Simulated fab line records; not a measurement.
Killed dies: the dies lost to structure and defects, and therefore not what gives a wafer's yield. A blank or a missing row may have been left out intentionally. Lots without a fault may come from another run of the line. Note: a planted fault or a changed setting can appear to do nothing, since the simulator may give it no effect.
fab line records	flow sky130	part 1 of 2: steps 1 to 28 of 41
[record] lots = 5	wafers = 15	lastDay = 50
route steps=708 shown SD_P@359 RES_XHIGH@360 SALICIDE@361 LI_CONTACT@362 LOCAL_INTERCONNECT@387
lots that met no fault: from a run of the same line without faults
startH: hours from the record's first day to the start of the lot's first wafer shown	waitH: time in hours since the lot's previous step	" the same as in the row above	L1.1+2: a single row standing in for several wafers	- no value, or no start given	* or withheld: withheld	< > ~ a bound
route shown NAME@n: a module of which the file shows steps, and the number in the route of the first	usual: mean/standard deviation of fault-free wafers	same: alike in all rows	chamber/n: place in a boat	sites: the reading at each site	_std_site: standard deviation of those values	_edge_site: outer sites' mean less inner sites'	radiusMm: how far each site lies from the wafer's centre	mask NAME#n: copy n	behind: tool/chamber where the wafer was last shaped	hold: cause of the lot's hold/its duration in hours/its outcome	device: names the non-switching transistor (n, p or np)	end of line: the same wafers' tests at the end of the route	for a step that has no rows: nothing shown but its recipe	killed: the dies lost at the first sort to structure and to defects; this is not the yield of the wafer	map: per-die view of a wafer (x killed, . not killed, _ where there is no die)
set.NAME: setting as actually run; set.NAME@STEP: the setting as run at that earlier step	model.NAME: the simulator's own value behind a step, which no gauge read
a table for each step, a row for each wafer; lots at some steps of the route
services: the hour from which a tool's chamber was out of use, counted from the record's first day as startH (under 0 if before that day), plus the number of hours and why
[[steps]]
[step SKY_SD_N_RS_MEAS_17]
[recipe] thkMeasGauge = four-point-probe
[usual] SD_P_RS = 147.0/0.33
lot.wafer	tool	chamber	startH	waitH	SD_P_RS[ohm/sq]
L075.1	filmMetro-04	-	651.70	0.1	147.9
L075.5	"	-	"	"	147.5
L075.6	"	-	"	"	147.4
L079.2	filmMetro-02	-	687.67	0.1	146.7
L079.4	"	-	"	"	146.9
L079.5	"	-	"	"	146.7
L084.2	filmMetro-04	-	735.52	0.1	147.1
L084.4	"	-	"	"	146.8
L084.6	"	-	"	"	147.0
L094.2	filmMetro-01	-	802.42	0.1	147.0
L094.3	"	-	"	"	146.6
L094.5	"	-	"	"	147.0
L095.2	filmMetro-01	-	813.17	0.1	147.5
L095.3	"	-	"	"	146.8
L095.5	"	-	"	"	147.0
[step SKY_SD_N_RS_MEAS_18]
[recipe] thkMeasGauge = four-point-probe
[usual] RES_XHIGH_RS = 333.4/1.3
lot.wafer	tool	chamber	startH	waitH	RES_XHIGH_RS[ohm/sq]
L075.1	filmMetro-04	-	651.82	0.1	335.7
L075.5	"	-	"	"	335.0
L075.6	"	-	"	"	336.9
L079.2	filmMetro-02	-	687.79	0.1	335.7
L079.4	"	-	"	"	335.1
L079.5	"	-	"	"	334.2
L084.2	filmMetro-04	-	735.64	0.1	333.1
L084.4	"	-	"	"	334.1
L084.6	"	-	"	"	333.5
L094.2	filmMetro-01	-	802.54	0.1	332.7
L094.3	"	-	"	"	332.3
L094.5	"	-	"	"	332.6
L095.2	filmMetro-01	-	813.29	0.1	330.7
L095.3	"	-	"	"	332.3
L095.5	"	-	"	"	331.2
[step SKY_SALICIDE_CLEAN_00]
[recipe] chemistry = HF-last	timeS = 30	dilution = 100:1	dry = ipaMarangoni
lot.wafer	tool	chamber	startH	waitH
L075.1+5+6	wetBench-01	2	651.94	0.1
L079.2+4+5	wetBench-04	3	687.89	0.1
L084.2+4+6	wetBench-01	3	735.74	0.1
L094.2+3+5	wetBench-03	2	802.64	0.1
L095.2+3+5	wetBench-01	3	813.39	0.1
[step SKY_LI_CONTACT_HDPCVD_00]
[recipe] material = PSG	targetThkNm = 930	sigmaOpenFrac = 0.3	timeS = 155	tempC = 600	sih4FlowSccm = 60	pressureMtorr = 6
lot.wafer	tool	chamber	startH	waitH
L075.1+5+6	hdpcvd-01	1,2,0	651.96	0.0
L079.2+4+5	hdpcvd-01	2,2,1	687.91	0.0
L084.2+4+6	hdpcvd-01	1,0,2	735.76	0.0
L094.2+3+5	hdpcvd-02	1,2,0	802.65	0.0
L095.2+3+5	hdpcvd-01	2,0,2	813.41	0.0
[step SKY_LI_CONTACT_THK_MEAS_01]
[recipe] reads = PSG_of_LI_CONTACT_HDPCVD_00
[usual] LI_CONTACT_HDPCVD_THK = 928/9.6
lot.wafer	tool	chamber	startH	waitH	LI_CONTACT_HDPCVD_THK[nm]
L075.1	filmMetro-04	-	652.06	0.1	919
L075.5	"	-	"	"	917
L075.6	"	-	"	"	926
L079.2	filmMetro-01	-	688.02	0.1	928
L079.4	"	-	"	"	933
L079.5	"	-	"	"	922
L084.2	filmMetro-02	-	735.87	0.1	921
L084.4	"	-	"	"	923
L084.6	"	-	"	"	928
L094.2	filmMetro-04	-	802.76	0.1	920
L094.3	"	-	"	"	931
L094.5	"	-	"	"	938
L095.2	filmMetro-04	-	813.52	0.1	948
L095.3	"	-	"	"	937
L095.5	"	-	"	"	936
[step SKY_LI_CONTACT_CMP_02]
[recipe] material = PSG	downForcePsi = 4	platenRpm = 60	padVelocityMS = 0.94248
[usual] motorCurrentA = 12.3/1.1	retainingRingPressureFrac = 1.000/0.0047	slurryFlowMlMin = 150.0/0.49	timeToEndpointS = 32.9/2.6
lot.wafer	tool	chamber	startH	waitH	motorCurrentA	retainingRingPressureFrac	slurryFlowMlMin	timeToEndpointS
L075.1	cmp-02	0	652.12	0.1	14.5	1.004	149.7	31.8
L075.6	"	0	"	"	14.3	1.004	149.4	33.2
L075.5	"	1	"	"	11.0	1.000	150.3	35.4
L079.2	cmp-01	1	688.07	0.0	12.6	1.003	150.4	33.8
L079.4	"	0	"	"	10.0	0.994	151.1	32.2
L079.5	"	1	"	"	12.3	1.001	149.6	29.6
L084.4	cmp-02	1	735.97	0.1	11.9	0.997	150.6	30.4
L084.2	"	2	"	"	13.4	0.997	150.3	28.9
L084.6	"	0	"	"	14.9	0.993	150.0	29.1
L094.2	cmp-01	2	802.86	0.1	12.9	1.003	150.3	33.0
L094.3	"	0	"	"	10.0	0.998	150.4	34.8
L094.5	"	2	"	"	12.7	1.003	149.8	36.3
L095.3	cmp-02	2	813.57	0.0	13.6	1.006	149.3	36.5
L095.2	"	1	"	"	11.6	0.999	149.8	39.2
L095.5	"	2	"	"	13.6	1.001	149.6	35.5
[step SKY_LI_CONTACT_BOW_MEAS_03]
[recipe] mode = bow
[usual] LI_CONTACT_BOW = 55/6.2
lot.wafer	tool	chamber	startH	waitH	LI_CONTACT_BOW[um]
L075.1	filmMetro-01	-	652.42	0.2	48
L075.5	"	-	"	"	62
L075.6	"	-	"	"	63
L079.2	filmMetro-01	-	688.39	0.3	57
L079.4	"	-	"	"	43
L079.5	"	-	"	"	63
L084.2	filmMetro-04	-	736.24	0.2	48
L084.4	"	-	"	"	57
L084.6	"	-	"	"	50
L094.2	filmMetro-02	-	803.13	0.2	56
L094.3	"	-	"	"	43
L094.5	"	-	"	"	57
L095.2	filmMetro-01	-	813.89	0.1	51
L095.3	"	-	"	"	50
L095.5	"	-	"	"	52
[step SKY_LI_CONTACT_DEHYDRATE_04]
[recipe] tempC = 200	timeS = 60
lot.wafer	tool	chamber	startH	waitH
L075.1+5+6	lithoTrack-04	0	666.27	13.8
L079.2+4+5	lithoTrack-02	0	701.12	12.7
L084.2+4+6	lithoTrack-04	0	748.99	12.7
L094.2+3+5	lithoTrack-04	0	815.79	12.6
L095.2+3+5	lithoTrack-02	0	826.82	12.9
[step SKY_LI_CONTACT_HMDS_05]
[recipe] primeTimeS = 60	primeTempC = 120
[same] primeTimeS = 60
lot.wafer	tool	chamber	startH	waitH
L075.1+5+6	lithoTrack-04	0	666.42	0.1
L079.2+4+5	lithoTrack-02	0	701.27	0.1
L084.2+4+6	lithoTrack-04	0	749.14	0.1
L094.2+3+5	lithoTrack-04	0	815.94	0.1
L095.2+3+5	lithoTrack-02	0	826.97	0.1
[step SKY_LI_CONTACT_COAT_06]
[recipe] resist = BARC	tempC = withheld	timeS = withheld	spinRpm = 3000	resistThkNm = 60
lot.wafer	tool	chamber	startH	waitH
L075.1+5+6	lithoTrack-04	0	666.57	0.1
L079.2+4+5	lithoTrack-02	0	701.42	0.1
L084.2+4+6	lithoTrack-04	0	749.29	0.1
L094.2+3+5	lithoTrack-04	0	816.09	0.1
L095.2+3+5	lithoTrack-02	0	827.12	0.1
[step SKY_LI_CONTACT_COAT_07]
[recipe] resist = KrF-thick	spinRpm = 3000	resistThkNm = 450
lot.wafer	tool	chamber	startH	waitH
L075.1+5+6	lithoTrack-04	0	-	-
L079.2+4+5	lithoTrack-02	0	-	-
L084.2+4+6	lithoTrack-04	0	-	-
L094.2+3+5	lithoTrack-04	0	-	-
L095.2+3+5	lithoTrack-02	0	-	-
[step SKY_LI_CONTACT_SOFTBAKE_08]
[recipe] tempC = 101.2	timeS = 90	resist = KrF-thick
lot.wafer	tool	chamber	startH	waitH
L075.1+5+6	lithoTrack-04	0	-	-
L079.2+4+5	lithoTrack-02	0	-	-
L084.2+4+6	lithoTrack-04	0	-	-
L094.2+3+5	lithoTrack-04	0	-	-
L095.2+3+5	lithoTrack-02	0	-	-
[step SKY_LI_CONTACT_EXPOSE_09]
[recipe] maskId = LICM1	na = 0.8	sourceShape = annular	sigmaInner = 0.55	sigmaOuter = 0.85	targetCdNm = 170	doseMj = 38
[usual] exposureDoseMJCm2 = 37.84/0.035
lot.wafer	tool	chamber	startH	waitH	mask	exposureDoseMJCm2
L075.1	krfScanner-02	0	-	-	LICM1#0	37.86
L075.5	"	0	"	"	LICM1#0	37.85
L075.6	"	0	"	"	LICM1#0	37.87
L079.2	krfScanner-01	0	-	-	LICM1#0	37.78
L079.4	"	0	"	"	LICM1#0	37.75
L079.5	"	0	"	"	LICM1#0	37.83
L084.2	krfScanner-01	0	-	-	LICM1#0	37.89
L084.4	"	0	"	"	LICM1#0	37.90
L084.6	"	0	"	"	LICM1#0	37.89
L094.2	krfScanner-02	0	-	-	LICM1#0	37.84
L094.3	"	0	"	"	LICM1#0	37.83
L094.5	"	0	"	"	LICM1#0	37.79
L095.2	krfScanner-02	0	-	-	LICM1#0	37.83
L095.3	"	0	"	"	LICM1#0	37.82
L095.5	"	0	"	"	LICM1#0	37.82
[step SKY_LI_CONTACT_PEB_10]
[recipe] pebTempC = withheld	pebTimeS = withheld	resist = KrF-thick
lot.wafer	tool	chamber	startH	waitH
L075.1+5+6	lithoTrack-04	0	-	-
L079.2+4+5	lithoTrack-02	0	-	-
L084.2+4+6	lithoTrack-04	0	-	-
L094.2+3+5	lithoTrack-03	0	-	-
L095.2+3+5	lithoTrack-03	0	-	-
[step SKY_LI_CONTACT_DEVELOP_11]
[recipe] developTimeS = 60	resist = KrF-thick	devTempC = 21
lot.wafer	tool	chamber	startH	waitH
L075.1+5+6	lithoTrack-04	0	-	-
L079.2+4+5	lithoTrack-02	0	-	-
L084.2+4+6	lithoTrack-04	0	-	-
L094.2+3+5	lithoTrack-03	0	-	-
L095.2+3+5	lithoTrack-03	0	-	-
[step SKY_LI_CONTACT_CD_MEAS_12]
[recipe] targetCdNm = 170
[usual] cdNm = 170.0/1.3
lot.wafer	tool	chamber	startH	waitH	cdNm
L075.1	cdSem-02	-	681.27	-	167.6
L075.5	"	-	"	"	167.5
L075.6	"	-	"	"	169.2
L079.2	cdSem-02	-	714.76	-	173.0
L079.4	"	-	"	"	172.4
L079.5	"	-	"	"	171.5
L084.2	cdSem-01	-	763.39	-	168.4
L084.4	"	-	"	"	170.5
L084.6	"	-	"	"	169.9
L094.2	cdSem-01	-	829.01	-	170.6
L094.3	"	-	"	"	170.1
L094.5	"	-	"	"	170.1
L095.2	cdSem-01	-	840.86	-	167.3
L095.3	"	-	"	"	168.8
L095.5	"	-	"	"	166.7
[step SKY_LI_CONTACT_OVL_MEAS_13]
[usual] LI_CONTACT_OVL = -3/5.5
lot.wafer	tool	chamber	startH	waitH	LI_CONTACT_OVL[nm]
L075.1	overlay-02	-	681.39	0.1	-2
L075.5	"	-	"	"	-11
L075.6	"	-	"	"	-9
L079.2	overlay-02	-	714.87	0.1	-12
L079.4	"	-	"	"	-14
L079.5	"	-	"	"	-2
L084.2	overlay-01	-	763.50	0.1	-4
L084.4	"	-	"	"	-11
L084.6	"	-	"	"	-10
L094.2	overlay-02	-	829.11	0.1	-1
L094.3	"	-	"	"	6
L094.5	"	-	"	"	0
L095.2	overlay-01	-	840.96	0.1	6
L095.3	"	-	"	"	4
L095.5	"	-	"	"	6
[step SKY_LI_CONTACT_ETCH_14]
[recipe] chemistry = N2/H2	target = BARC	ionEnergyEv = 200	sourceW = 500	biasW = 100	pressureMtorr = 30	n2FlowSccm = 100	h2FlowSccm = 200	stopOn = SiO2	timeS = 45.9	targetDepthA = 600
[usual] drypumpMotorCurrentA = 5.9/0.46	oesProductAu = 0.854/0.005	throttleValvePct = 13.224/0.0089
lot.wafer	tool	chamber	startH	waitH	drypumpMotorCurrentA	oesProductAu	rfHoursCounterH	throttleValvePct
L075.1	rieDiel-03	3	681.43	0.0	5.9	0.845	13	13.245
L075.5	"	1	"	"	6.3	0.855	-	13.244
L075.6	"	2	"	"	5.6	0.857	-	13.229
L079.2	rieDiel-02	0	714.90	0.0	6.2	0.853	12	13.224
L079.4	"	3	"	"	5.2	0.860	2	13.223
L079.5	"	0	"	"	6.2	0.860	-	13.218
L084.2	rieDiel-01	2	763.53	0.0	6.4	0.857	9	13.224
L084.4	"	0	"	"	5.3	0.844	-	13.208
L084.6	"	1	"	"	6.8	0.861	-	13.236
L094.2	rieDiel-03	1	829.14	0.0	6.3	0.856	4	13.234
L094.3	"	0	"	"	5.8	0.857	19	13.222
L094.5	"	0	"	"	5.8	0.847	-	13.215
L095.2	rieDiel-02	2	840.99	0.0	5.9	0.848	20	13.220
L095.3	"	0	"	"	6.2	0.857	15	13.227
L095.5	"	2	"	"	5.8	0.847	-	13.223
[step SKY_LI_CONTACT_ETCH_15]
[recipe] target = PSG	chemistry = C4F8/O2/Ar	stopOn = Si	taperDeg = 4.15	maskMaterial = KrF-thick	sourceW = 1500	biasW = 1200	pressureMtorr = 40	c4f8FlowSccm = withheld	O2_flow_sccm = 6	Ar_flow_sccm = 300	timeS = withheld	targetDepthA = 6000
[usual] oesProductAu = 0.838/0.0042
lot.wafer	tool	chamber	startH	waitH	oesProductAu
L075.1	rieDiel-03	3	681.47	0.0	0.837
L075.5	"	1	"	"	0.839
L075.6	"	2	"	"	0.841
L079.2	rieDiel-02	0	714.94	0.0	0.834
L079.4	"	3	"	"	0.833
L079.5	"	0	"	"	0.840
L084.2	rieDiel-01	2	763.57	0.0	0.844
L084.4	"	0	"	"	0.841
L084.6	"	1	"	"	0.838
L094.2	rieDiel-03	1	829.18	0.0	0.840
L094.3	"	0	"	"	0.841
L094.5	"	0	"	"	0.835
L095.2	rieDiel-02	2	841.03	0.0	0.836
L095.3	"	0	"	"	0.839
L095.5	"	2	"	"	0.833
[step SKY_LI_CONTACT_STRIP_16]
[recipe] chemistry = O2/N2	powerW = 1400	pressureMtorr = 1500	platenTempC = withheld	o2FlowSccm = 3000	n2FlowSccm = 300	overashFraction = 0.5
[usual] drypumpMotorCurrentA = 5.7/0.4	oesProductAu = 0.375/0.0045	stripTimeToEndpointS = 3.493/0.027
lot.wafer	tool	chamber	startH	waitH	drypumpMotorCurrentA	oesProductAu	rfHoursCounterH	stripTimeToEndpointS
L075.1	plasmaAsher-04	0	681.55	-	5.0	0.368	91	3.393
L075.5	"	0	"	"	5.0	0.372	-	3.475
L075.6	"	1	"	"	5.5	0.369	-	3.465
L079.2	plasmaAsher-04	0	715.02	-	5.0	0.369	95	3.498
L079.4	"	1	"	"	5.4	0.373	-	3.462
L079.5	"	0	"	"	5.0	0.378	-	3.512
L084.2	plasmaAsher-03	1	763.65	-	6.5	0.374	2	3.499
L084.4	"	0	"	"	6.1	0.373	-	3.480
L084.6	"	0	"	"	6.1	0.371	-	3.507
L094.2	plasmaAsher-03	1	829.27	-	6.4	0.367	10	3.512
L094.3	"	1	"	"	6.4	0.370	-	3.482
L094.5	"	1	"	"	6.5	0.381	-	3.498
L095.2	plasmaAsher-02	0	841.12	-	5.6	0.370	36	3.473
L095.3	"	1	"	"	5.5	0.379	-	3.468
L095.5	"	0	"	"	5.5	0.370	-	3.496
[step SKY_LI_CONTACT_CLEAN_17]
[recipe] chemistry = NMP	timeS = 600	tempC = 60	dry = n2Spin
[usual] tempC = 60.03/0.12
lot.wafer	tool	chamber	startH	waitH	tempC
L075.1	wetBench-01	1	681.65	0.1	60.17
L075.5	"	1	"	"	60.07
L075.6	"	1	"	"	60.03
L079.2	wetBench-01	2	715.12	0.1	59.91
L079.4	"	2	"	"	59.80
L079.5	"	2	"	"	59.86
L084.2	wetBench-03	1	763.75	0.1	60.26
L084.4	"	1	"	"	60.21
L084.6	"	1	"	"	60.15
L094.2	wetBench-01	0	829.37	0.1	60.08
L094.3	"	0	"	"	60.07
L094.5	"	0	"	"	59.95
L095.2	wetBench-01	3	841.22	0.1	60.03
L095.3	"	3	"	"	60.12
L095.5	"	3	"	"	59.94
[step SKY_LI_CONTACT_PRE_CLEAN_18]
[recipe] gas = Ar	timeS = 5.6	biasV = 358
lot.wafer	tool	chamber	startH	waitH
L075.1+5+6	pvdSputter-02	-	681.83	0.0
L079.2+4+5	pvdSputter-02	-	715.30	0.0
L084.2+4+6	pvdSputter-03	-	763.93	0.0
L094.2+3+5	pvdSputter-02	-	829.54	0.0
L095.2+3+5	pvdSputter-02	-	841.41	0.0
[step SKY_LI_CONTACT_SPUTTER_19]
[recipe] material = Ti	targetThkNm = 20	chamberPressurePa = 5	powerW = 2500	substrateTempC = 200	timeS = 106.37
[usual] throttleValvePct = 29.9/0.77
lot.wafer	tool	chamber	startH	waitH	throttleValvePct
L075.1	pvdSputter-02	-	681.85	0.0	29.7
L075.5	"	-	"	"	29.0
L075.6	"	-	"	"	29.6
L079.2	pvdSputter-02	-	715.32	0.0	29.6
L079.4	"	-	"	"	29.2
L079.5	"	-	"	"	29.6
L084.2	pvdSputter-03	-	763.95	0.0	30.2
L084.4	"	-	"	"	31.2
L084.6	"	-	"	"	30.9
L094.2	pvdSputter-02	-	829.56	0.0	30.3
L094.3	"	-	"	"	29.5
L094.5	"	-	"	"	29.7
L095.2	pvdSputter-02	-	841.43	0.0	29.5
L095.3	"	-	"	"	29.4
L095.5	"	-	"	"	30.6
[step SKY_LI_CONTACT_SPUTTER_20]
[recipe] material = TiN	targetThkNm = 20	chamberPressurePa = 5	powerW = 4000	timeS = 80
[usual] throttleValvePct = 29.9/0.8
lot.wafer	tool	chamber	startH	waitH	throttleValvePct
L075.1	pvdSputter-02	-	681.92	0.0	29.7
L075.5	"	-	"	"	29.5
L075.6	"	-	"	"	29.7
L079.2	pvdSputter-02	-	715.39	0.0	29.8
L079.4	"	-	"	"	29.3
L079.5	"	-	"	"	29.5
L084.2	pvdSputter-03	-	764.02	0.0	30.0
L084.4	"	-	"	"	30.8
L084.6	"	-	"	"	31.2
L094.2	pvdSputter-02	-	829.64	0.0	30.4
L094.3	"	-	"	"	29.3
L094.5	"	-	"	"	29.9
L095.2	pvdSputter-02	-	841.51	0.0	29.4
L095.3	"	-	"	"	29.4
L095.5	"	-	"	"	30.6
[step SKY_LI_CONTACT_CVD_21]
[recipe] material = W	targetThkNm = 400	timeS = 120.56	tempC = 400	pressureTorr = 40
[usual] heaterPowerW = 816/45
lot.wafer	tool	chamber	startH	waitH	heaterPowerW
L075.1	cvdW-01	0	681.98	0.0	798
L075.5	"	1	"	"	735
L075.6	"	0	"	"	795
L079.2	cvdW-02	1	715.46	0.0	852
L079.4	"	0	"	"	845
L079.5	"	1	"	"	865
L084.2	cvdW-02	0	764.08	0.0	833
L084.4	"	0	"	"	838
L084.6	"	0	"	"	853
L094.2	cvdW-02	0	829.70	0.0	843
L094.3	"	0	"	"	854
L094.5	"	0	"	"	834
L095.2	cvdW-01	0	841.57	0.0	785
L095.3	"	0	"	"	812
L095.5	"	0	"	"	789
[step SKY_LI_CONTACT_RS_MEAS_22]
[recipe] thkMeasGauge = four-point-probe	reads = W_of_LI_CONTACT_CVD_21+TiN_of_LI_CONTACT_SPUTTER_20+Ti_of_LI_CONTACT_SPUTTER_19
[usual] LI_CONTACT_W_RS = 0.2852/0.0027
lot.wafer	tool	chamber	startH	waitH	LI_CONTACT_W_RS[ohm/sq]
L075.1	filmMetro-02	-	682.11	0.1	0.2872
L075.5	"	-	"	"	0.2862
L075.6	"	-	"	"	0.2859
L079.2	filmMetro-02	-	715.60	0.1	0.2811
L079.4	"	-	"	"	0.2822
L079.5	"	-	"	"	0.2829
L084.2	filmMetro-04	-	764.23	0.1	0.2859
L084.4	"	-	"	"	0.2890
L084.6	"	-	"	"	0.2857
L094.2	filmMetro-01	-	829.85	0.1	0.2867
L094.3	"	-	"	"	0.2872
L094.5	"	-	"	"	0.2890
L095.2	filmMetro-04	-	841.71	0.1	0.2873
L095.3	"	-	"	"	0.2861
L095.5	"	-	"	"	0.2861
[step SKY_LI_CONTACT_THK_MEAS_23]
[recipe] thkMeasGauge = xrf	reads = W_of_LI_CONTACT_CVD_21
[usual] LI_CONTACT_W_THK = 407/6
lot.wafer	tool	chamber	startH	waitH	LI_CONTACT_W_THK[nm]
L075.1	filmMetro-02	-	682.23	0.1	401
L075.5	"	-	"	"	399
L075.6	"	-	"	"	403
L079.2	filmMetro-02	-	715.71	0.1	410
L079.4	"	-	"	"	412
L079.5	"	-	"	"	408
L084.2	filmMetro-04	-	764.34	0.1	408
L084.4	"	-	"	"	404
L084.6	"	-	"	"	410
L094.2	filmMetro-01	-	829.96	0.1	403
L094.3	"	-	"	"	403
L094.5	"	-	"	"	403
L095.2	filmMetro-04	-	841.82	0.1	393
L095.3	"	-	"	"	395
L095.5	"	-	"	"	399
[step SKY_LI_CONTACT_CMP_24]
[recipe] stopOn = PSG	tOverpolishS = 20	downForcePsi = 3.5	platenRpm = 60	targetThkNm = 0	padVelocityMS = 0.94248
[usual] motorCurrentA = 11.2/1	overpolishRunS = 19.999/0.0089	retainingRingPressureFrac = 1.000/0.0053	slurryFlowMlMin = 149.9/0.44	timeToEndpointS = 98/3.1
lot.wafer	tool	chamber	startH	waitH	motorCurrentA	overpolishRunS	retainingRingPressureFrac	slurryFlowMlMin	timeToEndpointS
L075.1	cmp-01	2	682.29	0.1	12.3	20.000	1.000	149.4	97
L075.6	"	2	"	"	11.8	20.009	0.997	149.9	94
L075.5	"	3	"	"	10.7	20.003	1.008	150.1	99
L079.4	cmp-01	0	715.76	0.0	10.4	20.000	1.005	149.5	95
L079.2	"	3	"	"	10.8	19.994	1.000	149.6	99
L079.5	"	1	"	"	10.8	19.981	0.992	150.4	97
L084.4	cmp-01	2	764.39	0.0	11.8	20.008	1.001	149.6	95
L084.2	"	3	"	"	11.8	20.003	1.003	149.5	100
L084.6	"	2	"	"	12.0	19.999	0.993	149.2	97
L094.2	cmp-02	2	830.01	0.0	11.6	20.009	1.000	149.5	97
L094.3	"	1	"	"	10.9	19.992	0.996	150.6	102
L094.5	"	2	"	"	12.1	19.999	1.005	149.4	97
L095.3	cmp-01	2	841.92	0.1	11.9	19.986	0.990	149.8	93
L095.2	"	3	"	"	11.2	19.995	0.998	149.7	94
L095.5	"	1	"	"	11.5	19.999	1.004	150.3	95
